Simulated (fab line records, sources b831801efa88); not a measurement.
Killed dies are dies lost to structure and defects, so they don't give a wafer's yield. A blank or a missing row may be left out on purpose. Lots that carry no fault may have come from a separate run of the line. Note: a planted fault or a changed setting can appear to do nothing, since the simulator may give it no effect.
What tool caused it? -- flow gf180mcu -- 13 lots with 39 wafers sampled at 4 steps, on a route of 602 steps

== WHAT THE GAUGES READ, wafer by wafer ==
GF_VT_IMPLANT_OVL_MEAS_29. Usual: VT_IMPLANT_02_OVL typically reads -0.4 nm, with standard deviation 1.4.
lot,measured,on,VT_IMPLANT_02_OVL (nm),flag
L137,day 6 21:27,overlay-02,-0.5 -1.4 0.1,
L141,day 7 21:17,overlay-02,1.7 0.2 0.9,
L144,day 8 19:35,overlay-01,-4.4 -3.1 -2.9,
L146,day 9 08:19,overlay-01,1.6 -0.1 0.9,
L149,day 10 03:57,overlay-01,-1.5 -2.0 -0.5,
L150,day 10 09:26,overlay-01,-0.7 -1.6 -1.9,
L151,day 10 14:49,overlay-02,2.3 0.7 1.1,
L152,day 10 23:17,overlay-02,0.1 0.2 -0.2,
L153,day 11 04:26,overlay-02,0.8 -0.6 -1.0,
L154,day 11 10:14,overlay-01,0.1 -1.1 0.1,
L158,day 12 17:11,overlay-02,2.5 -0.6 -0.1,
L159,day 12 22:56,overlay-02,-1.3 1.2 -1.7,
L160,day 13 03:43,overlay-02,0.7 0.8 -0.9,

GF_POLY_GATE_THK_MEAS_17. Usual: POLY_GATE_OXIDATION_THK typically reads 3.94 nm, with standard deviation 0.071.
lot,measured,on,POLY_GATE_OXIDATION_THK (nm),flag
L137,day 9 06:42,film metro-03,3.89 3.87 3.88,
L141,day 10 08:37,film metro-03,3.97 3.94 3.97,
L144,day 11 10:05,film metro-04,3.96 4.03 3.93,
L146,day 11 22:47,film metro-01,3.97 3.99 4.01,
L149,day 12 19:06,film metro-03,3.96 3.90 3.95,
L150,day 13 01:58,film metro-03,3.89 3.88 3.88,
L151,day 13 08:54,film metro-03,3.82 3.94 3.88,
L152,day 13 17:15,film metro-01,3.84 3.89 3.98,
L153,day 13 23:00,film metro-01,3.94 3.92 3.87,
L154,day 14 04:35,film metro-03,3.95 4.05 3.98,
L158,day 15 13:59,film metro-04,3.86 3.87 3.90,
L159,day 15 22:58,film metro-01,3.78 3.90 3.90,
L160,day 16 02:46,film metro-03,3.87 3.93 3.90,

GF_PSD_RS_MEAS_15: the measuring method here is four-point-probe. Usual: PSD_RS typically reads 108.50 ohm/sq, with standard deviation 0.29.
lot,measured,on,PSD_RS (ohm/sq),flag
L137,day 14 05:38,film metro-01,108.32 107.95 108.39,
L141,day 15 12:44,film metro-04,108.94 108.82 108.60,
L144,day 16 19:20,film metro-01,107.98 108.19 108.42,
L146,day 17 09:20,film metro-04,108.57 108.58 108.60,
L149,day 18 11:29,film metro-01,108.17 108.15 107.87,
L150,day 18 19:26,film metro-01,108.49 108.28 108.36,
L151,day 19 03:20,film metro-04,108.32 108.49 108.75,
L152,day 19 12:56,film metro-01,108.38 108.48 108.63,
L153,day 19 19:09,film metro-04,108.19 108.33 108.42,
L154,day 20 01:46,film metro-02,108.51 108.53 108.73,
L158,day 21 15:57,film metro-01,108.13 108.02 107.98,
L159,day 22 02:43,film metro-01,108.41 108.38 108.44,
L160,day 22 04:57,film metro-02,108.45 108.50 108.82,

== TOOL THAT RAN EACH LOT (tool first, then ch and the chambers of the sampled wafers, then the start) ==
lot,GF_LVPWELL_EXPOSE_04
L137,"iline stepper-02 ch 0, day 3 15:01"
L141,"iline stepper-01 ch 0, day 4 12:13"
L144,"iline stepper-02 ch 0, day 5 05:44"
L146,"iline stepper-02 ch 0, day 5 16:32"
L149,"iline stepper-02 ch 0, day 6 10:28"
L150,"iline stepper-01 ch 0, day 6 14:48"
L151,"iline stepper-02 ch 0, day 6 19:42"
L152,"iline stepper-01 ch 0, day 7 02:02"
L153,"iline stepper-01 ch 0, day 7 05:38"
L154,"iline stepper-02 ch 0, day 7 12:10"
L158,"iline stepper-02 ch 0, day 8 14:19"
L159,"iline stepper-02 ch 0, day 8 17:50"
L160,"iline stepper-01 ch 0, day 8 22:44"
- GF_LVPWELL_EXPOSE_04: exposes mask LVPWELL, target cd 600 nm.

== AS READ BY THE TOOLS THEMSELVES (means over the sampled wafers that have a number; for cases with no such wafer, the mark the record gives instead) ==
GF_LVPWELL_EXPOSE_04. Usual: exposure dose mJ cm2 259.92, standard deviation 0.25; focus offset nm 0.0 nm, standard deviation 0.52.
lot,tool,exposure dose mJ cm2,focus offset nm (nm),flag
L137,iline stepper-02,259.98,0.0,
L141,iline stepper-01,259.83,0.5,
L144,iline stepper-02,260.08,-0.1,
L146,iline stepper-02,259.61,-0.4,
L149,iline stepper-02,260.08,-0.5,
L150,iline stepper-01,260.08,0.7,
L151,iline stepper-02,259.88,-0.4,
L152,iline stepper-01,259.89,-0.4,
L153,iline stepper-01,260.03,0.1,
L154,iline stepper-02,260.04,-0.1,
L158,iline stepper-02,259.93,0.0,
L159,iline stepper-02,259.75,0.1,
L160,iline stepper-01,259.83,0.2,

== THE ANSWER, worked out from the rows above alone ==
Rule: lot off if the mean of its wafers having a number is beyond 3 standard deviations from the usual mean. A lot without any number at a reading at which 4 lots or more have one is off too. The other lots that the step has rows for count as sound. First the gauges in route order, then the tools' own readings, where a lot's mean is used as printed above. The first step at which some lot is off is used, and at that step the reading that is off furthest; a lot without a number counts as furthest.
None of the lots is off at any reading shown; this tells nothing.

== WHAT WAS PUT IN BY THE SIMULATOR ==
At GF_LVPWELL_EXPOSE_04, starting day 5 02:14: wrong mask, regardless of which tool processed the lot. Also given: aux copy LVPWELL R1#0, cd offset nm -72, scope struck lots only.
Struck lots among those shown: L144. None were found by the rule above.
